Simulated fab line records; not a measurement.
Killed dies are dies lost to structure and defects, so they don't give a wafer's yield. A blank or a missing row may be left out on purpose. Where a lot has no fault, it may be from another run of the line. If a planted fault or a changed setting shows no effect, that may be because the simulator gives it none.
fab line records || flow sky130
[record] {"lots": 4, "wafers": 12, "lastDay": 50}
route steps=708 shown SD_N@352 SALICIDE@361 LI_CONTACT@362 PAD_OPEN@708
lots untouched by any fault: they come from a run of this same line in which no faults occurred
startH: the number of hours between the record's first day and the start of the first shown wafer of the lot || waitH: hours elapsed since this lot's preceding step || " the same as in the row above || L1.1+2: several wafers, shown together as one row || - no value, or no start given || * or withheld: withheld || < > ~ a bound
route shown NAME@n: names a module that has steps shown in the file, with the first one's number in the route || usual: mean/standard deviation of fault-free wafers || same: alike in all rows || chamber/n: place in a boat || sites: per-site readings || _std_site: standard deviation of those values || _edge_site: mean of outer sites minus mean of inner sites || radiusMm: for every site, how far away it sits from the centre of the wafer || mask NAME#n: copy n || behind: tool/chamber where the wafer was last shaped || hold: the reason the lot was held/the length of the hold in hours/how it ended || device: whichever transistor did not switch (one of n, p or np) || end of line: the tests these same wafers got at the end of their route || step lacking rows: just its recipe || killed: dies that structure and defects cost at the first sort, which is not the same as the wafer's yield || map: a wafer's dies, marking killed ones x, the rest . and places with no die _
set.NAME: the setting the step ran with; set.NAME@STEP: the setting that earlier step ran with || model.NAME: the simulator's own value behind a step, which no gauge read
lots seen at some steps along the route; tables by step, rows by wafer
services: from which hour (startH, from the record's first day; less than 0 if before it) a tool's chamber was out of use, for how many hours, and why
[[steps]]
[step SKY_SD_N_IMPLANT_10]
[recipe] {"species": "P", "energyKev": 20, "doseCm2": 1e+14, "tiltDeg": 0}
[step SKY_SD_N_STRIP_11]
[recipe] {"chemistry": "O2/N2", "powerW": 1400, "pressureMtorr": 1500, "platenTempC": "withheld", "o2FlowSccm": 3000, "n2FlowSccm": 300, "overashFraction": 0.5}
[step SKY_SD_N_CLEAN_13]
[recipe] {"chemistry": "SC1/SC2", "mix": "1:4:20", "tempC": 70, "timeS": 150, "dry": "n2Spin"}
[step SKY_SD_N_RTA_14]
[recipe] {"tempC": 1075, "timeS": 2, "idleTempC": 650, "rampUpCPerS": 150, "rampDownCPerS": 90, "ambient": "N2"}
[step SKY_SALICIDE_CLEAN_00]
[recipe] {"chemistry": "HF-last", "timeS": 30, "dilution": "100:1", "dry": "ipaMarangoni"}
[step SKY_LI_CONTACT_HDPCVD_00]
[recipe] {"material": "PSG", "targetThkNm": 930, "sigmaOpenFrac": 0.3, "timeS": 155, "tempC": 600, "sih4FlowSccm": 60, "pressureMtorr": 6}
[step SKY_LI_CONTACT_CMP_02]
[recipe] {"material": "PSG", "downForcePsi": 4, "platenRpm": 60, "padVelocityMS": 0.94248}
[usual] {"edgeZonePressureFrac": "1.000/0.0056", "headPressurePsi": "4.000/0.0085", "motorCurrentA": "12.7/1.1", "timeToEndpointS": "31/3.4"}
{"lot.wafer": "L944.1", "tool": "cmp-02", "chamber": 0, "startH": 685.32, "waitH": 0.1, "edgeZonePressureFrac": "-", "headPressurePsi": "-", "motorCurrentA": "-", "timeToEndpointS": "-", "model.PSG_of_LI_CONTACT_HDPCVD_00.thkNm": 931.6}
{"lot.wafer": "L944.4", "tool": "cmp-02", "chamber": 1, "startH": 685.32, "waitH": 0.1, "edgeZonePressureFrac": "-", "headPressurePsi": "-", "motorCurrentA": "-", "timeToEndpointS": "-", "model.PSG_of_LI_CONTACT_HDPCVD_00.thkNm": 930.3}
{"lot.wafer": "L944.6", "tool": "cmp-02", "chamber": 3, "startH": 685.32, "waitH": 0.1, "edgeZonePressureFrac": "-", "headPressurePsi": "-", "motorCurrentA": "-", "timeToEndpointS": "-", "model.PSG_of_LI_CONTACT_HDPCVD_00.thkNm": 933.6}
{"lot.wafer": "L945.2", "tool": "cmp-01", "chamber": 0, "startH": 701.10, "waitH": 0.1, "edgeZonePressureFrac": "-", "headPressurePsi": "-", "motorCurrentA": "-", "timeToEndpointS": "-", "model.PSG_of_LI_CONTACT_HDPCVD_00.thkNm": 924.1}
{"lot.wafer": "L945.1", "tool": "cmp-01", "chamber": 1, "startH": 701.10, "waitH": 0.1, "edgeZonePressureFrac": "-", "headPressurePsi": "-", "motorCurrentA": "-", "timeToEndpointS": "-", "model.PSG_of_LI_CONTACT_HDPCVD_00.thkNm": 950.1}
{"lot.wafer": "L945.6", "tool": "cmp-01", "chamber": 3, "startH": 701.10, "waitH": 0.1, "edgeZonePressureFrac": "-", "headPressurePsi": "-", "motorCurrentA": "-", "timeToEndpointS": "-", "model.PSG_of_LI_CONTACT_HDPCVD_00.thkNm": 943.4}
{"lot.wafer": "L955.4", "tool": "cmp-02", "chamber": 1, "startH": 768.98, "waitH": 0.0, "edgeZonePressureFrac": 1.003, "headPressurePsi": 3.999, "motorCurrentA": 12.2, "timeToEndpointS": 31, "model.PSG_of_LI_CONTACT_HDPCVD_00.thkNm": 596.4}
{"lot.wafer": "L955.2", "tool": "cmp-02", "chamber": 3, "startH": 768.98, "waitH": 0.0, "edgeZonePressureFrac": 0.996, "headPressurePsi": 3.994, "motorCurrentA": 10.8, "timeToEndpointS": 27, "model.PSG_of_LI_CONTACT_HDPCVD_00.thkNm": 593.6}
{"lot.wafer": "L955.6", "tool": "cmp-02", "chamber": 1, "startH": 768.98, "waitH": 0.0, "edgeZonePressureFrac": 1.002, "headPressurePsi": 4.003, "motorCurrentA": 12.4, "timeToEndpointS": 30, "model.PSG_of_LI_CONTACT_HDPCVD_00.thkNm": 595.4}
{"lot.wafer": "L963.3", "tool": "cmp-02", "chamber": 3, "startH": 828.02, "waitH": 0.1, "edgeZonePressureFrac": 0.990, "headPressurePsi": 3.999, "motorCurrentA": 10.3, "timeToEndpointS": 29, "model.PSG_of_LI_CONTACT_HDPCVD_00.thkNm": 595.4}
{"lot.wafer": "L963.2", "tool": "cmp-02", "chamber": 0, "startH": 828.02, "waitH": 0.1, "edgeZonePressureFrac": 1.003, "headPressurePsi": 3.993, "motorCurrentA": 15.0, "timeToEndpointS": 37, "model.PSG_of_LI_CONTACT_HDPCVD_00.thkNm": 599.2}
{"lot.wafer": "L963.5", "tool": "cmp-02", "chamber": 3, "startH": 828.02, "waitH": 0.1, "edgeZonePressureFrac": 1.002, "headPressurePsi": 4.005, "motorCurrentA": 10.5, "timeToEndpointS": 30, "model.PSG_of_LI_CONTACT_HDPCVD_00.thkNm": 595.7}
[step SKY_LI_CONTACT_DEHYDRATE_04]
[recipe] {"tempC": 200, "timeS": 60}
[step SKY_LI_CONTACT_HMDS_05]
[recipe] {"primeTimeS": 60, "primeTempC": 120}
[step SKY_LI_CONTACT_COAT_06]
[recipe] {"resist": "BARC", "tempC": "withheld", "timeS": "withheld", "spinRpm": 3000, "resistThkNm": 60}
[step SKY_LI_CONTACT_COAT_07]
[recipe] {"resist": "KrF-thick", "spinRpm": 3000, "resistThkNm": 450}
[step SKY_LI_CONTACT_SOFTBAKE_08]
[recipe] {"tempC": 100, "timeS": 90, "resist": "KrF-thick"}
[step SKY_LI_CONTACT_EXPOSE_09]
[recipe] {"maskId": "LICM1", "na": 0.8, "sourceShape": "annular", "sigmaInner": 0.55, "sigmaOuter": 0.85, "targetCdNm": 170, "doseMj": 38}
[step SKY_LI_CONTACT_PEB_10]
[recipe] {"pebTempC": "withheld", "pebTimeS": "withheld", "resist": "KrF-thick"}
[step SKY_LI_CONTACT_DEVELOP_11]
[recipe] {"developTimeS": 60, "resist": "KrF-thick", "devTempC": 21}
[step SKY_LI_CONTACT_ETCH_14]
[recipe] {"chemistry": "N2/H2", "target": "BARC", "ionEnergyEv": 200, "sourceW": 500, "biasW": 100, "pressureMtorr": 30, "n2FlowSccm": 100, "h2FlowSccm": 200, "stopOn": "SiO2", "timeS": 45.9, "targetDepthA": 600}
[step SKY_LI_CONTACT_ETCH_15]
[recipe] {"target": "PSG", "chemistry": "C4F8/O2/Ar", "stopOn": "Si", "taperDeg": 4.15, "maskMaterial": "KrF-thick", "sourceW": 1500, "biasW": 1200, "pressureMtorr": 40, "c4f8FlowSccm": "withheld", "O2_flow_sccm": 6, "Ar_flow_sccm": 300, "timeS": "withheld", "targetDepthA": 6000}
[usual] {"oesProductAu": "0.836/0.0048"}
{"lot.wafer": "L944.1", "tool": "rieDiel-03", "chamber": 1, "startH": 714.04, "waitH": 0.0, "oesProductAu": 1.640, "model.etch.depthNm": 815.4, "model.LI_CONTACT.featureDepthNm": 815.4}
{"lot.wafer": "L944.4", "tool": "rieDiel-03", "chamber": 2, "startH": 714.04, "waitH": 0.0, "oesProductAu": 1.612, "model.etch.depthNm": 798.9, "model.LI_CONTACT.featureDepthNm": 798.9}
{"lot.wafer": "L944.6", "tool": "rieDiel-03", "chamber": 2, "startH": 714.04, "waitH": 0.0, "oesProductAu": 1.606, "model.etch.depthNm": 797.8, "model.LI_CONTACT.featureDepthNm": 797.8}
{"lot.wafer": "L945.1", "tool": "rieDiel-02", "chamber": 1, "startH": 729.15, "waitH": 0.0, "oesProductAu": 1.603, "model.etch.depthNm": 789, "model.LI_CONTACT.featureDepthNm": 789}
{"lot.wafer": "L945.2", "tool": "rieDiel-02", "chamber": 3, "startH": 729.15, "waitH": 0.0, "oesProductAu": 1.582, "model.etch.depthNm": 775.3, "model.LI_CONTACT.featureDepthNm": 775.3}
{"lot.wafer": "L945.6", "tool": "rieDiel-02", "chamber": 1, "startH": 729.15, "waitH": 0.0, "oesProductAu": 1.594, "model.etch.depthNm": 785.3, "model.LI_CONTACT.featureDepthNm": 785.3}
{"lot.wafer": "L955.2", "tool": "rieDiel-03", "chamber": 2, "startH": 796.60, "waitH": 0.0, "oesProductAu": 0.838, "model.etch.depthNm": 593.6, "model.LI_CONTACT.featureDepthNm": 593.6}
{"lot.wafer": "L955.4", "tool": "rieDiel-03", "chamber": 0, "startH": 796.60, "waitH": 0.0, "oesProductAu": 0.834, "model.etch.depthNm": 596.4, "model.LI_CONTACT.featureDepthNm": 596.4}
{"lot.wafer": "L955.6", "tool": "rieDiel-03", "chamber": 0, "startH": 796.60, "waitH": 0.0, "oesProductAu": 0.833, "model.etch.depthNm": 595.4, "model.LI_CONTACT.featureDepthNm": 595.4}
{"lot.wafer": "L963.2", "tool": "rieDiel-02", "chamber": 0, "startH": 854.79, "waitH": 0.0, "oesProductAu": 0.847, "model.etch.depthNm": 599.2, "model.LI_CONTACT.featureDepthNm": 599.2}
{"lot.wafer": "L963.3", "tool": "rieDiel-02", "chamber": 1, "startH": 854.79, "waitH": 0.0, "oesProductAu": 0.834, "model.etch.depthNm": 595.4, "model.LI_CONTACT.featureDepthNm": 595.4}
{"lot.wafer": "L963.5", "tool": "rieDiel-02", "chamber": 1, "startH": 854.79, "waitH": 0.0, "oesProductAu": 0.834, "model.etch.depthNm": 595.7, "model.LI_CONTACT.featureDepthNm": 595.7}
[step SKY_LI_CONTACT_STRIP_16]
[recipe] {"chemistry": "O2/N2", "powerW": 1400, "pressureMtorr": 1500, "platenTempC": "withheld", "o2FlowSccm": 3000, "n2FlowSccm": 300, "overashFraction": 0.5}
[step SKY_LI_CONTACT_CLEAN_17]
[recipe] {"chemistry": "NMP", "timeS": 600, "tempC": 60, "dry": "n2Spin"}
[step SKY_LI_CONTACT_PRE_CLEAN_18]
[recipe] {"gas": "Ar", "timeS": 5.6, "biasV": 358}
[step SKY_LI_CONTACT_SPUTTER_19]
[recipe] {"material": "Ti", "targetThkNm": 20, "chamberPressurePa": 5, "powerW": 2500, "substrateTempC": 200, "timeS": 106.37}
[step SKY_LI_CONTACT_SPUTTER_20]
[recipe] {"material": "TiN", "targetThkNm": 20, "chamberPressurePa": 5, "powerW": 4000, "timeS": 80}
[step SKY_LI_CONTACT_CVD_21]
[recipe] {"material": "W", "targetThkNm": 400, "timeS": 120.56, "tempC": 400, "pressureTorr": 40}
[step SKY_LI_CONTACT_CMP_24]
[recipe] {"stopOn": "PSG", "tOverpolishS": 20, "downForcePsi": 3.5, "platenRpm": 60, "targetThkNm": 0, "padVelocityMS": 0.94248}
[usual] {"edgeZonePressureFrac": "1.000/0.0047", "headPressurePsi": "3.501/0.0087", "motorCurrentA": "11.6/1.1"}
{"lot.wafer": "L944.4", "tool": "cmp-01", "chamber": 2, "startH": 715.00, "waitH": 0.2, "edgeZonePressureFrac": 1.011, "headPressurePsi": 3.503, "motorCurrentA": 11.9, "model.PSG_of_LI_CONTACT_HDPCVD_00.thkNm": 920.8}
{"lot.wafer": "L944.1", "tool": "cmp-01", "chamber": 3, "startH": 715.00, "waitH": 0.2, "edgeZonePressureFrac": 1.009, "headPressurePsi": 3.509, "motorCurrentA": 11.6, "model.PSG_of_LI_CONTACT_HDPCVD_00.thkNm": 922.1}
{"lot.wafer": "L944.6", "tool": "cmp-01", "chamber": 0, "startH": 715.00, "waitH": 0.2, "edgeZonePressureFrac": 1.007, "headPressurePsi": 3.497, "motorCurrentA": 11.1, "model.PSG_of_LI_CONTACT_HDPCVD_00.thkNm": 924.1}
{"lot.wafer": "L945.1", "tool": "cmp-01", "chamber": 0, "startH": 729.99, "waitH": 0.1, "edgeZonePressureFrac": 1.002, "headPressurePsi": 3.487, "motorCurrentA": 11.0, "model.PSG_of_LI_CONTACT_HDPCVD_00.thkNm": 940.7}
{"lot.wafer": "L945.2", "tool": "cmp-01", "chamber": 2, "startH": 729.99, "waitH": 0.1, "edgeZonePressureFrac": 0.993, "headPressurePsi": 3.520, "motorCurrentA": 11.8, "model.PSG_of_LI_CONTACT_HDPCVD_00.thkNm": 914.6}
{"lot.wafer": "L945.6", "tool": "cmp-01", "chamber": 1, "startH": 729.99, "waitH": 0.1, "edgeZonePressureFrac": 0.990, "headPressurePsi": 3.495, "motorCurrentA": 11.9, "model.PSG_of_LI_CONTACT_HDPCVD_00.thkNm": 933.9}
{"lot.wafer": "L955.2", "tool": "cmp-02", "chamber": 2, "startH": 797.62, "waitH": 0.2, "edgeZonePressureFrac": 1.004, "headPressurePsi": 3.496, "motorCurrentA": 11.3, "model.PSG_of_LI_CONTACT_HDPCVD_00.thkNm": 584.1}
{"lot.wafer": "L955.4", "tool": "cmp-02", "chamber": 3, "startH": 797.62, "waitH": 0.2, "edgeZonePressureFrac": 1.001, "headPressurePsi": 3.498, "motorCurrentA": 10.1, "model.PSG_of_LI_CONTACT_HDPCVD_00.thkNm": 586.9}
{"lot.wafer": "L955.6", "tool": "cmp-02", "chamber": 2, "startH": 797.62, "waitH": 0.2, "edgeZonePressureFrac": 1.000, "headPressurePsi": 3.503, "motorCurrentA": 11.3, "model.PSG_of_LI_CONTACT_HDPCVD_00.thkNm": 585.9}
{"lot.wafer": "L963.3", "tool": "cmp-02", "chamber": 3, "startH": 855.61, "waitH": 0.0, "edgeZonePressureFrac": 0.996, "headPressurePsi": 3.503, "motorCurrentA": 10.0, "model.PSG_of_LI_CONTACT_HDPCVD_00.thkNm": 586}
{"lot.wafer": "L963.2", "tool": "cmp-02", "chamber": 0, "startH": 855.61, "waitH": 0.0, "edgeZonePressureFrac": 0.998, "headPressurePsi": 3.493, "motorCurrentA": 14.2, "model.PSG_of_LI_CONTACT_HDPCVD_00.thkNm": 589.7}
{"lot.wafer": "L963.5", "tool": "cmp-02", "chamber": 3, "startH": 855.61, "waitH": 0.0, "edgeZonePressureFrac": 1.001, "headPressurePsi": 3.509, "motorCurrentA": 10.0, "model.PSG_of_LI_CONTACT_HDPCVD_00.thkNm": 586.2}
[step SKY_PAD_OPEN_PROBE_99]
[usual] {"killed_at_M0_to_M3": "45/6.9", "killed_at_M4_up": "3.1/1.7", "killedAtContacts": "24/5.7", "killedAtFrontEnd": "15/4.6", "killedAtOther": "0.3/0.57", "killedDies": "87/10", "killedOnRim": "17/3.9", "killedOpen": "48/7.4", "killedShort": "39/6.7"}
[same] {"grossDies": 492, "killedAtBackSide": 0}
{"lot.wafer": "L944.1", "tool": "prober-02", "chamber": "-", "startH": 1108.96, "waitH": 0.1, "killed_at_M0_to_M3": 37, "killed_at_M4_up": 3, "killedAtContacts": 440, "killedAtFrontEnd": 12, "killedAtOther": 0, "killedDies": 492, "killedOnRim": 96, "killedOpen": 30, "killedShort": 36}
{"lot.wafer": "L944.4", "tool": "prober-02", "chamber": "-", "startH": 1109.11, "waitH": 0.2, "killed_at_M0_to_M3": 45, "killed_at_M4_up": 2, "killedAtContacts": 428, "killedAtFrontEnd": 17, "killedAtOther": 0, "killedDies": 492, "killedOnRim": 96, "killedOpen": 47, "killedShort": 53}
{"lot.wafer": "L944.6", "tool": "prober-02", "chamber": "-", "startH": 1109.21, "waitH": 0.2, "killed_at_M0_to_M3": 36, "killed_at_M4_up": 3, "killedAtContacts": 438, "killedAtFrontEnd": 15, "killedAtOther": 0, "killedDies": 492, "killedOnRim": 96, "killedOpen": 35, "killedShort": 42}
{"lot.wafer": "L945.1", "tool": "prober-01", "chamber": "-", "startH": 1115.36, "waitH": 0.1, "killed_at_M0_to_M3": 57, "killed_at_M4_up": 2, "killedAtContacts": 418, "killedAtFrontEnd": 15, "killedAtOther": 0, "killedDies": 492, "killedOnRim": 96, "killedOpen": 59, "killedShort": 47}
{"lot.wafer": "L945.2", "tool": "prober-01", "chamber": "-", "startH": 1115.41, "waitH": 0.1, "killed_at_M0_to_M3": 38, "killed_at_M4_up": 3, "killedAtContacts": 439, "killedAtFrontEnd": 12, "killedAtOther": 0, "killedDies": 492, "killedOnRim": 96, "killedOpen": 47, "killedShort": 30}
{"lot.wafer": "L945.6", "tool": "prober-01", "chamber": "-", "startH": 1115.61, "waitH": 0.2, "killed_at_M0_to_M3": 38, "killed_at_M4_up": 3, "killedAtContacts": 430, "killedAtFrontEnd": 21, "killedAtOther": 0, "killedDies": 492, "killedOnRim": 96, "killedOpen": 46, "killedShort": 40}
{"lot.wafer": "L963.3", "tool": "prober-02", "chamber": "-", "startH": 1201.86, "waitH": 0.2, "killed_at_M0_to_M3": 42, "killed_at_M4_up": 1, "killedAtContacts": 31, "killedAtFrontEnd": 12, "killedAtOther": 0, "killedDies": 86, "killedOnRim": 22, "killedOpen": 58, "killedShort": 28}
{"lot.wafer": "L963.5", "tool": "prober-02", "chamber": "-", "startH": 1201.96, "waitH": 0.2, "killed_at_M0_to_M3": 47, "killed_at_M4_up": 1, "killedAtContacts": 21, "killedAtFrontEnd": 7, "killedAtOther": 1, "killedDies": 77, "killedOnRim": 18, "killedOpen": 45, "killedShort": 32}
// killed by level:class
L944.1 LI_CONTACT:areaCmp=426 CONTACT:geometricParticle:open=9 VIA1:geometricParticle:open=7 METAL2:geometricParticle:short=6 METAL3:geometricParticle:short=5 FIELD_ISO:geometricParticle:short=4 VIA2:geometricParticle:short=4 VIA2:geometricParticle:open=4
L944.4 LI_CONTACT:areaCmp=392 CONTACT:geometricParticle:open=9 LOCAL_INTERCONNECT:geometricParticle:short=8 METAL2:geometricParticle:short=7 VIA1:geometricParticle:open=7 LI_CONTACT:geometricParticle:open=6 CONTACT:geometricParticle:short=6 METAL1:geometricParticle:short=6
L944.6 LI_CONTACT:areaCmp=415 CONTACT:geometricParticle:short=9 VIA1:geometricParticle:open=7 FIELD_ISO:geometricParticle:short=6 VIA1:geometricParticle:short=6 METAL2:geometricParticle:short=6 FIELD_ISO:geometricParticle:open=5 LI_CONTACT:geometricParticle:open=5
L945.1 LI_CONTACT:areaCmp=386 VIA1:geometricParticle:open=17 CONTACT:geometricParticle:open=10 LI_CONTACT:geometricParticle:open=9 VIA3:geometricParticle:open=7 VIA2:geometricParticle:short=6 METAL1:geometricParticle:short=6 LI_CONTACT:geometricParticle:short=5
L945.2 LI_CONTACT:areaCmp=415 CONTACT:geometricParticle:open=9 VIA1:geometricParticle:open=8 VIA1:geometricParticle:short=6 VIA3:geometricParticle:open=5 LI_CONTACT:geometricParticle:open=4 METAL1:geometricParticle:short=4 VIA2:geometricParticle:open=4
L945.6 LI_CONTACT:areaCmp=406 CONTACT:geometricParticle:short=9 VIA1:geometricParticle:open=8 VIA3:geometricParticle:open=8 POLY_GATE:geometricParticle:short=5 SPACER:geometricParticle:open=5 LI_CONTACT:geometricParticle:open=5 CONTACT:geometricParticle:open=5
L963.3 VIA1:geometricParticle:open=14 LI_CONTACT:geometricParticle:open=11 CONTACT:geometricParticle:open=10 FIELD_ISO:geometricParticle:open=6 VIA2:geometricParticle:open=6 VIA1:geometricParticle:short=6 VIA3:geometricParticle:open=6 CONTACT:geometricParticle:short=5
L963.5 VIA1:geometricParticle:open=15 LI_CONTACT:geometricParticle:open=7 VIA2:geometricParticle:open=6 CONTACT:geometricParticle:open=5 LI_CONTACT:geometricParticle:short=5 METAL2:geometricParticle:short=5 VIA3:geometricParticle:open=4 CONTACT:geometricParticle:short=3
// map L944.1 (x killed, . not)
__________xxxxxxxxxx_________
________xxxxxxxxxxxxxx_______
______xxxxxxxxxxxxxxxxxx_____
_____xxxxxxxxxxxxxxxxxxxx____
____xxxxxxxxxxxxxxxxxxxxxx___
___xxxxxxxxxxxxxxxxxxxxxxxx__
__xxxxxxxxxxxxxxxxxxxxxxxxxx_
_xxxxxxxxxxxxxxxxxxxxxxxxxxxx
_xxxxxxxxxxxxxxxxxxxxxxxxxxxx
_xxxxxxxxxxxxxxxxxxxxxxxxxxxx
_xxxxxxxxxxxxxxxxxxxxxxxxxxxx
_xxxxxxxxxxxxxxxxxxxxxxxxxxxx
_xxxxxxxxxxxxxxxxxxxxxxxxxxxx
_xxxxxxxxxxxxxxxxxxxxxxxxxxxx
_xxxxxxxxxxxxxxxxxxxxxxxxxxxx
__xxxxxxxxxxxxxxxxxxxxxxxxxx_
___xxxxxxxxxxxxxxxxxxxxxxxx__
____xxxxxxxxxxxxxxxxxxxxxx___
_____xxxxxxxxxxxxxxxxxxxx____
______xxxxxxxxxxxxxxxxxx_____
________xxxxxxxxxxxxxx_______
__________xxxxxxxxxx_________
// map L945.1 (x killed, . not)
__________xxxxxxxxxx_________
________xxxxxxxxxxxxxx_______
______xxxxxxxxxxxxxxxxxx_____
_____xxxxxxxxxxxxxxxxxxxx____
____xxxxxxxxxxxxxxxxxxxxxx___
___xxxxxxxxxxxxxxxxxxxxxxxx__
__xxxxxxxxxxxxxxxxxxxxxxxxxx_
_xxxxxxxxxxxxxxxxxxxxxxxxxxxx
_xxxxxxxxxxxxxxxxxxxxxxxxxxxx
_xxxxxxxxxxxxxxxxxxxxxxxxxxxx
_xxxxxxxxxxxxxxxxxxxxxxxxxxxx
_xxxxxxxxxxxxxxxxxxxxxxxxxxxx
_xxxxxxxxxxxxxxxxxxxxxxxxxxxx
_xxxxxxxxxxxxxxxxxxxxxxxxxxxx
_xxxxxxxxxxxxxxxxxxxxxxxxxxxx
__xxxxxxxxxxxxxxxxxxxxxxxxxx_
___xxxxxxxxxxxxxxxxxxxxxxxx__
____xxxxxxxxxxxxxxxxxxxxxx___
_____xxxxxxxxxxxxxxxxxxxx____
______xxxxxxxxxxxxxxxxxx_____
________xxxxxxxxxxxxxx_______
__________xxxxxxxxxx_________
[[services]]
{"tool": "rieDiel-02", "chamber": "-", "startH": 664.99, "hours": 1.1, "kind": "repair"}
{"tool": "rieDiel-03", "chamber": "-", "startH": 674.30, "hours": 2.8, "kind": "pm"}
{"tool": "rieDiel-02", "chamber": 1, "startH": 692.01, "hours": "-", "kind": "clean"}
{"tool": "rieDiel-02", "chamber": 1, "startH": 692.01, "hours": 19.5, "kind": "scheduledDown"}
{"tool": "rieDiel-02", "chamber": 1, "startH": 692.01, "hours": 19.5, "kind": "ventCycle"}
{"tool": "rieDiel-02", "chamber": "-", "startH": 697.98, "hours": 0.8, "kind": "repair"}
{"tool": "rieDiel-03", "chamber": "-", "startH": 733.81, "hours": 1.4, "kind": "repair"}
{"tool": "cmp-02", "chamber": "-", "startH": 735.17, "hours": 1.9, "kind": "repair"}
{"tool": "cmp-01", "chamber": "-", "startH": 736.00, "hours": 1.0, "kind": "repair"}
{"tool": "cmp-01", "chamber": "-", "startH": 744.33, "hours": 4.0, "kind": "pm"}
{"tool": "cmp-01", "chamber": "-", "startH": 748.33, "hours": "-", "kind": "consumableReplace:conditioner"}
{"tool": "cmp-01", "chamber": "-", "startH": 748.33, "hours": "-", "kind": "consumableReplace:pad"}
{"tool": "cmp-01", "chamber": "-", "startH": 748.33, "hours": 7.8, "kind": "pm"}
{"tool": "rieDiel-03", "chamber": 3, "startH": 754.68, "hours": 15.1, "kind": "repair"}
{"tool": "rieDiel-03", "chamber": 2, "startH": 809.57, "hours": 9.7, "kind": "repair"}
{"tool": "rieDiel-03", "chamber": 1, "startH": 812.28, "hours": 15.3, "kind": "repair"}
{"tool": "rieDiel-02", "chamber": 2, "startH": 830.67, "hours": 4.1, "kind": "repair"}
{"tool": "rieDiel-03", "chamber": "-", "startH": 834.61, "hours": 1.2, "kind": "repair"}
{"tool": "rieDiel-02", "chamber": 2, "startH": 834.82, "hours": "-", "kind": "clean"}
{"tool": "cmp-01", "chamber": "-", "startH": 837.09, "hours": 6.3, "kind": "pm"}
{"tool": "cmp-02", "chamber": "-", "startH": 839.33, "hours": 0.5, "kind": "repair"}
{"tool": "rieDiel-02", "chamber": 1, "startH": 845.75, "hours": 3.2, "kind": "repair"}
{"tool": "cmp-01", "chamber": "-", "startH": 846.65, "hours": 2.5, "kind": "repair"}
{"tool": "cmp-01", "chamber": "-", "startH": 851.60, "hours": 1.3, "kind": "repair"}
[[key]]
[firstSign] {"step": "SKY_LI_CONTACT_CMP_02", "reading": "toolRecord", "direction": "missing"}
[effect] {"step": "SKY_LI_CONTACT_ETCH_15", "reading": "oesProductAu", "direction": "up", "sigmas": "99+", "usual": 0.836, "struck": 1.606}
[effect] {"step": "SKY_PAD_OPEN_PROBE_99", "reading": "killedAtContacts", "direction": "up", "sigmas": 71, "usual": 24, "struck": 432}
[modelEffect] {"step": "SKY_LI_CONTACT_CMP_02", "value": "PSG_of_LI_CONTACT_HDPCVD_00.thkNm", "without": 596.6, "struck": 935.5}
[modelEffect] {"step": "SKY_LI_CONTACT_ETCH_15", "value": "etch.depthNm", "without": 596.6, "struck": 793.6}
[modelEffect] {"step": "SKY_LI_CONTACT_CMP_24", "value": "PSG_of_LI_CONTACT_HDPCVD_00.thkNm", "without": 587.2, "struck": 926}
[moreKillsBornAt] {"SKY_LI_CONTACT_CMP_02@cmp-02": 1220, "SKY_LI_CONTACT_CMP_02@cmp-01": 1203}
metAt SKY_LI_CONTACT_CMP_02
struckWafers L944.1,L944.4,L944.6,L945.1,L945.2,L945.6
laterRowsLeftOut L944.1,L944.4,L944.6,L945.1,L945.2,L945.6
testerLeftOut L944,L945
[fault] {"kind": "skippedStepWhole", "tool": "cmp-01,cmp-02", "chamber": "-", "onsetH": 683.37, "steps": "SKY_LI_CONTACT_CMP_02", "scope": "struckLotsOnly"}
// testerLeftOut: of these lots the tester's yield and bins aren't shown, on N5 and GAA mostly nor the transistor test; their killed dies are dies lost to structure and defects alone, not to doping, threshold or leakage, so they don't give the yield
// laterRowsLeftOut: the simulator's readings of these wafers behind a module that went badly wrong aren't trusted and aren't shown, but for the sort
